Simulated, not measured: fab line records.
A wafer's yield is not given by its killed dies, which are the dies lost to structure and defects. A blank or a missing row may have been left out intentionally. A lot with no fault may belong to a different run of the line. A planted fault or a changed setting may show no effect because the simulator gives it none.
fab line records	flow gf180mcu
record lots=5	wafers=15	lastDay=34
route steps=602 shown M5@534 V5@540
lots with no fault: from the same line, run without faults
startH: the number of hours between the record's first day and the start of the first shown wafer of the lot	waitH: hours since the lot's step before	" same as the row above	L1.1+2: a row that stands for several wafers	- either no value or no given start	* or withheld: withheld	< > ~ a bound
route shown NAME@n: names a module that has steps shown in the file, with the first one's number in the route	usual: mean/standard deviation taken from wafers without a fault	same: alike in all rows	chamber/n: place in a boat	sites: the reading at each site	_std_site: standard deviation of those values	_edge_site: the outer-site mean with the inner-site mean subtracted	radiusMm: for every site, how far away it sits from the centre of the wafer	mask NAME#n: copy n	behind: the most recent tool/chamber to have shaped the wafer	hold: why the lot was held/for how many hours/how that ended	device: the transistor (n, p or np) that didn't switch	end of line: the same wafers' tests at the end of the route	a step with no rows: only its recipe	killed: not the wafer's yield, but the dies lost to structure and defects at the first sort	map: shows each die of a wafer: x if killed, . if not, _ if none is there
set.NAME: setting as actually run; set.NAME@STEP: the setting as run at that earlier step	model.NAME: the simulator's own value behind a step, which no gauge read
lots at some steps of the route; a table a step, a row a wafer
services: when a tool's chamber went out of use (startH, in hours from the record's first day, below 0 if earlier), for how many hours, and the reason
## steps
# step GF_M5_OVL_MEAS_08
# usual M5_OVL=6/5.9
lot.wafer	tool	chamber	startH	waitH	M5_OVL[nm]
L074.2	overlay-02	-	598.02	0.1	3
L074.3	"	-	"	"	5
L074.5	"	-	"	"	5
L075.3	overlay-01	-	609.75	0.1	6
L075.5	"	-	"	"	2
L075.6	"	-	"	"	8
L081.1	overlay-02	-	668.09	0.1	-3
L081.3	"	-	"	"	-1
L081.6	"	-	"	"	1
L090.2	overlay-01	-	723.60	0.1	2
L090.5	"	-	"	"	2
L090.6	"	-	"	"	3
L096.2	overlay-01	-	757.12	0.1	5
L096.5	"	-	"	"	8
L096.6	"	-	"	"	7
# step GF_M5_ETCH_09
# recipe chemistry=CF4/O2	target=Si3N4	targetDepthNm=52	sourceW=800	biasW=150	pressureMtorr=150	cf4FlowSccm=80	O2_flow_sccm=10	timeS=11.6
# usual drypumpMotorCurrentA=5.6/0.5	oesProductAu=1.002/0.014	throttleValvePct=5.971/0.01
lot.wafer	tool	chamber	startH	waitH	drypumpMotorCurrentA	oesProductAu	rfHoursCounterH	throttleValvePct
L074.2	rieDiel-03	0	598.05	0.0	5.8	0.991	47	5.943
L074.3	"	2	"	"	5.4	1.016	9	5.984
L074.5	"	3	"	"	6.2	1.014	-	5.989
L075.3	rieDiel-03	2	609.78	0.0	5.4	1.021	9	5.972
L075.5	"	1	"	"	5.1	1.007	-	5.973
L075.6	"	0	"	"	5.8	0.979	-	5.981
L081.1	rieDiel-03	0	668.13	0.0	5.8	0.982	49	5.963
L081.3	"	1	"	"	5.1	0.999	14	5.969
L081.6	"	2	"	"	5.4	0.994	-	5.985
L090.2	rieDiel-03	2	723.63	0.0	5.4	1.006	13	5.975
L090.5	"	2	"	"	5.4	1.011	-	5.976
L090.6	"	1	"	"	5.1	1.006	-	5.963
L096.2	rieDiel-01	2	757.15	0.0	5.5	0.996	4	5.983
L096.5	"	2	"	"	5.5	1.001	-	5.967
L096.6	"	3	"	"	5.9	1.029	-	5.968
# step GF_M5_METAL_ETCH_10
# recipe chemistry=Cl2/BCl3	maskMaterial=KrF	targetDepthNm=750.8	stopOn=SiO2	pressureMtorr=8	icpW=800	biasW=140	Cl2_flow_sccm=80	bcl3FlowSccm=40	timeS=125.1
# usual drypumpMotorCurrentA=5.6/0.36	oesProductAu=0.994/0.0053	throttleValvePct=28.226/0.01
lot.wafer	tool	chamber	startH	waitH	drypumpMotorCurrentA	oesProductAu	rfHoursCounterH	throttleValvePct
L074.2	rieMetal-02	0	598.07	0.0	6.1	0.997	2	28.214
L074.3	"	1	"	"	5.5	0.995	-	28.230
L074.5	"	0	"	"	6.0	0.991	-	28.222
L075.3	rieMetal-03	1	609.84	0.1	5.9	0.996	-	28.227
L075.5	"	1	"	"	5.8	0.982	-	28.226
L075.6	"	0	"	"	5.5	0.990	-	28.217
L081.1	rieMetal-04	0	668.15	0.0	4.9	0.989	15	28.222
L081.3	"	1	"	"	5.9	0.983	-	28.235
L081.6	"	0	"	"	4.9	0.999	-	28.230
L090.2	rieMetal-03	0	723.69	0.1	5.5	0.992	-	28.221
L090.5	"	0	"	"	5.5	0.987	-	28.220
L090.6	"	0	"	"	5.5	0.996	-	28.220
L096.2	rieMetal-02	0	757.17	0.0	6.0	0.991	7	28.226
L096.5	"	1	"	"	5.5	0.989	-	28.229
L096.6	"	0	"	"	6.0	0.991	-	28.222
# step GF_M5_STRIP_11
# recipe chemistry=O2/N2	powerW=1400	pressureMtorr=1500	platenTempC=250	o2FlowSccm=3000	n2FlowSccm=300	overashFraction=0.5
# usual drypumpMotorCurrentA=6.0/0.42	heaterPowerW=328/27	oesProductAu=0.522/0.0052	stripTimeToEndpointS=7.00/0.048
lot.wafer	tool	chamber	startH	waitH	drypumpMotorCurrentA	heaterPowerW	oesProductAu	rfHoursCounterH	stripTimeToEndpointS
L074.2	plasmaAsher-01	0	598.20	0.1	6.6	316	0.519	17	6.96
L074.3	"	0	"	"	6.6	318	0.526	-	6.92
L074.5	"	0	"	"	6.6	318	0.515	-	6.92
L075.3	plasmaAsher-04	1	609.96	0.1	6.0	295	0.520	-	6.95
L075.5	"	0	"	"	5.9	291	0.509	-	6.91
L075.6	"	1	"	"	6.0	294	0.525	-	7.03
L081.1	plasmaAsher-01	1	668.28	0.1	6.3	375	0.524	24	7.01
L081.3	"	1	"	"	6.3	371	0.520	-	7.04
L081.6	"	0	"	"	6.6	323	0.537	-	6.98
L090.2	plasmaAsher-02	1	723.91	0.2	6.3	346	0.526	110	7.01
L090.5	"	0	"	"	5.4	343	0.517	-	7.03
L090.6	"	1	"	"	6.3	338	0.518	-	7.07
L096.2	plasmaAsher-01	0	757.30	0.1	6.6	328	0.520	34	6.92
L096.5	"	0	"	"	6.6	328	0.518	-	7.00
L096.6	"	1	"	"	6.3	374	0.519	-	6.93
# step GF_M5_STRIP_12
# recipe chemistry=postEtchResidueRemover	timeS=1200	tempC=72.5
lot.wafer	tool	chamber	startH	waitH
L074.2+3+5	wetBench-04	3	598.30	0.1
L075.3+5+6	wetBench-01	1	610.03	0.0
L081.1+3+6	wetBench-01	0	668.38	0.1
L090.2+5+6	wetBench-03	0	724.01	0.1
L096.2+5+6	wetBench-01	1	757.40	0.1
# step GF_M5_CLEAN_13
# recipe chemistry=DIW	dry=n2Spin
lot.wafer	tool	chamber	startH	waitH
L074.2+3+5	wetBench-03	1	598.85	0.2
L075.3+5+6	wetBench-03	1	610.37	0.0
L081.1+3+6	wetBench-01	0	668.84	0.1
L090.2+5+6	wetBench-01	3	724.35	0.0
L096.2+5+6	wetBench-04	3	757.74	0.0
# step GF_V5_CVD_00
# recipe material=SiO2	targetThkNm=300	sigmaOpenFrac=0.3	tempC=400	timeS=50.87	sih4FlowSccm=60	pressureMtorr=6
lot.wafer	tool	chamber	startH	waitH
L074.2+3+5	hdpcvd-01	1,2,0	598.95	0.0
L075.3+5+6	hdpcvd-02	1,1,2	610.46	0.0
L081.1+3+6	hdpcvd-02	0,1,2	668.94	0.0
L090.2+5+6	hdpcvd-01	2,2,1	724.44	0.0
L096.2+5+6	hdpcvd-01	2,1,0	757.85	0.0
# step GF_V5_THK_MEAS_01
# recipe reads=SiO2_of_V5_CVD_00
# usual V5_CVD_00_THK=308/3.1
lot.wafer	tool	chamber	startH	waitH	V5_CVD_00_THK[nm]
L074.2	filmMetro-03	-	599.00	0.0	307
L074.3	"	-	"	"	305
L074.5	"	-	"	"	306
L075.3	filmMetro-02	-	610.53	0.0	313
L075.5	"	-	"	"	309
L075.6	"	-	"	"	313
L081.1	filmMetro-03	-	668.99	0.0	306
L081.3	"	-	"	"	307
L081.6	"	-	"	"	311
L090.2	filmMetro-02	-	724.50	0.0	313
L090.5	"	-	"	"	314
L090.6	"	-	"	"	309
L096.2	filmMetro-03	-	757.90	0.0	312
L096.5	"	-	"	"	311
L096.6	"	-	"	"	313
# step GF_V5_CVD_02
# recipe material=SiO2	targetThkNm=1450	precursor=TEOS	tempC=400	timeS=163.28	rfW=600
# usual heaterPowerW=572/98
lot.wafer	tool	chamber	startH	waitH	heaterPowerW
L074.2	pecvd-01	0	599.05	0.0	654
L074.3	"	0	"	"	538
L074.5	"	2	"	"	666
L075.3	pecvd-04	2	610.57	0.0	658
L075.5	"	0	"	"	376
L075.6	"	1	"	"	407
L081.1	pecvd-02	1	669.05	0.1	698
L081.3	"	2	"	"	580
L081.6	"	0	"	"	713
L090.2	pecvd-01	1	724.55	0.0	529
L090.5	"	0	"	"	656
L090.6	"	2	"	"	562
L096.2	pecvd-02	0	757.95	0.0	650
L096.5	"	2	"	"	584
L096.6	"	1	"	"	552
# step GF_V5_THK_MEAS_03
# recipe reads=SiO2_of_V5_CVD_02
# usual V5_CVD_02_THK=1444/18
lot.wafer	tool	chamber	startH	waitH	V5_CVD_02_THK[nm]
L074.2	filmMetro-03	-	599.22	0.1	1419
L074.3	"	-	"	"	1444
L074.5	"	-	"	"	1429
L075.3	filmMetro-04	-	610.69	0.1	1431
L075.5	"	-	"	"	1425
L075.6	"	-	"	"	1460
L081.1	filmMetro-02	-	669.16	0.1	1413
L081.3	"	-	"	"	1434
L081.6	"	-	"	"	1445
L090.2	filmMetro-03	-	724.66	0.1	1444
L090.5	"	-	"	"	1482
L090.6	"	-	"	"	1488
L096.2	filmMetro-02	-	758.07	0.1	1431
L096.5	"	-	"	"	1475
L096.6	"	-	"	"	1445
# step GF_V5_CMP_04
# recipe material=SiO2	downForcePsi=4	platenRpm=60	padVelocityMS=0.94248
# usual motorCurrentA=13.1/1.3
lot.wafer	tool	chamber	startH	waitH	motorCurrentA
L074.3	cmp-01	0	599.27	0.0	11.4
L074.2	"	1	"	"	13.1
L074.5	"	1	"	"	14.2
L075.3	cmp-01	2	610.88	0.2	14.2
L075.6	"	3	"	"	12.8
L075.5	"	0	"	"	11.1
L081.3	cmp-02	3	669.22	0.0	14.8
L081.1	"	0	"	"	13.1
L081.6	"	0	"	"	13.0
L090.2	cmp-01	2	724.86	0.2	14.2
L090.5	"	3	"	"	13.1
L090.6	"	0	"	"	11.4
L096.2	cmp-01	0	758.27	0.2	11.5
L096.6	"	2	"	"	13.7
L096.5	"	3	"	"	13.0
# step GF_V5_BOW_MEAS_05
# recipe mode=bow
# usual V5_BOW=134/10
lot.wafer	tool	chamber	startH	waitH	V5_BOW[um]
L074.2	filmMetro-02	-	599.59	0.2	138
L074.3	"	-	"	"	140
L074.5	"	-	"	"	147
L075.3	filmMetro-03	-	611.07	0.1	131
L075.5	"	-	"	"	129
L075.6	"	-	"	"	143
L081.1	filmMetro-02	-	669.52	0.2	150
L081.3	"	-	"	"	142
L081.6	"	-	"	"	148
L090.2	filmMetro-03	-	725.03	0.1	132
L090.5	"	-	"	"	129
L090.6	"	-	"	"	119
L096.2	filmMetro-04	-	758.49	0.2	129
L096.5	"	-	"	"	144
L096.6	"	-	"	"	143
## services
tool	chamber	startH	hours	kind
rieMetal-02	1	576.41	13.0	repair
pecvd-01	1	584.76	20.6	repair
plasmaAsher-01	-	590.82	1.9	repair
wetBench-01	-	598.13	2.8	repair
rieMetal-02	0	601.62	18.1	repair
pecvd-02	2	613.64	4.1	repair
pecvd-02	1	615.56	19.8	repair
rieDiel-03	1	618.94	3.9	repair
pecvd-02	-	620.56	1.6	repair
pecvd-01	-	625.18	5.5	pm
rieMetal-02	-	627.45	0.6	repair
hdpcvd-01	-	634.13	30.5	repair
cmp-01	-	640.03	2.8	repair
rieMetal-03	0	650.67	6.4	repair
pecvd-02	-	656.03	0.3	repair
rieDiel-03	-	665.11	2.8	pm
rieMetal-02	-	666.07	2.8	pm
wetBench-03	-	666.75	20.6	pm
cmp-01	-	668.38	4.9	pm
wetBench-04	-	682.20	1.6	repair
hdpcvd-01	-	699.76	0.8	pm
cmp-01	-	706.87	5.2	repair
hdpcvd-02	2	712.38	6.3	repair
rieMetal-03	-	717.23	2.8	pm
## key
fault none
